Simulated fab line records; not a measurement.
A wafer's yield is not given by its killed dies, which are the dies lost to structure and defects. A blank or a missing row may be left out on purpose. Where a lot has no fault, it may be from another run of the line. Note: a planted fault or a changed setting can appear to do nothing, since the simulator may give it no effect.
8D (eight disciplines) problem report, filled in by code | flow sfq-line | the parts of the form that need people (team, actions taken, sign-off) are left out

## 1. WHAT IS WRONG
M8_AU_RS at SFQ_M8_RS_MEAS_949 reads a mean of 0.1267 ohm/sq on 2 wafers of 2 lots; wafers without a fault read 0.1530 ohm/sq with a standard deviation of 0.0021. That is -13 standard deviations from the usual mean.
The step: measures by four-point-probe.
First seen on wafer L604.5, day 85 18:58, on film-metro-02. Wafers with a number at this step in the record: 42, from 14 lots. Rule for "out", or "out of limits": more than 4 standard deviations from the usual mean. The other wafers with a number count as sound.

## 2. WHAT THIS IS AND IS NOT
question                    | is                           | is not
which readings at this step | M8_AU_RS                     | -
which lots                  | L604, L606                   | L590, L591, L592, L593, L594, L596, L597, L599, L600, L605, L607, L613
which wafers of those lots  | L604.5, L606.5               | L604.3, L604.6, L606.2, L606.6
read on which gauges        | film-metro-02, film-metro-04 | film-metro-01
when                        | from day 85 18:58            | up to then (29 sound wafers); but 11 sound wafers of L605, L606, L607, L613 came after

## 3. THE SUSPECTS, EACH WITH WHAT RULES IT OUT
Counting: a tool at a process step up to the reading stays a suspect if it ran every lot that is out. Sound lots after the first of them don't rule it out here, since some wafers of a struck lot are sound.
- the gauge at SFQ_M8_RS_MEAS_949 is ruled out. The wafers that are out were read on 2 gauges (film-metro-02, film-metro-04).
- pvd-sputter-01 at SFQ_TRILAYER_M8_DEP_EVAP_196 (material Au, target thk 180 nm, time 900 s): kept. It ran every lot that is out, first L604 (day 85 18:24); its last sound lot up to then is L600 (day 85 07:36).
Remaining after the count: pvd-sputter-01 at SFQ_TRILAYER_M8_DEP_EVAP_196.

## 4. THE CAUSE (what the simulator had put in)
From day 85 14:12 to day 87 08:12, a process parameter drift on pvd-sputter-01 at SFQ_TRILAYER_M8_DEP_EVAP_196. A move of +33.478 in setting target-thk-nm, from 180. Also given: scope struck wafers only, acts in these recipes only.
Only this tool survived the counting.

## 5. THE CHAIN OF EFFECTS, in route order
One row per reading whose mean, taken over the struck wafers that have a number, lies over 3 standard deviations from the usual. Only readings whose record carries a usual standard deviation are examined. hours: median over the lots of the time between each lot's start at the first step of this table that gives one and its start at this step. sigmas: the change, counted in usual standard deviations.
hours | step                | reading   | usual         | on struck wafers | change  | sigmas
0     | SFQ_M8_RS_MEAS_949  | M8_AU_RS  | 0.1530 ohm/sq | 0.1267           | -0.0263 | -13
3     | SFQ_M8_THK_MEAS_950 | M8_AU_THK | 180.2 nm      | 217.1            | +36.9   | +15

## 6. WHAT WOULD HAVE CAUGHT IT SOONER
In this record the first reading out of limits at a measuring or inspecting step was taken at day 85 18:58, 5 hours after the fault began at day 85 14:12.
Of the tool readings at SFQ_TRILAYER_M8_DEP_EVAP_196 for which the record gives a usual standard deviation, none was out on any struck wafer, so an alarm limit of 4 standard deviations on them would not have fired.
L606, from the lots that are out (2), started SFQ_TRILAYER_M8_DEP_EVAP_196 on pvd-sputter-01 later than day 85 18:58. A hold on the tool at that time would have spared it.
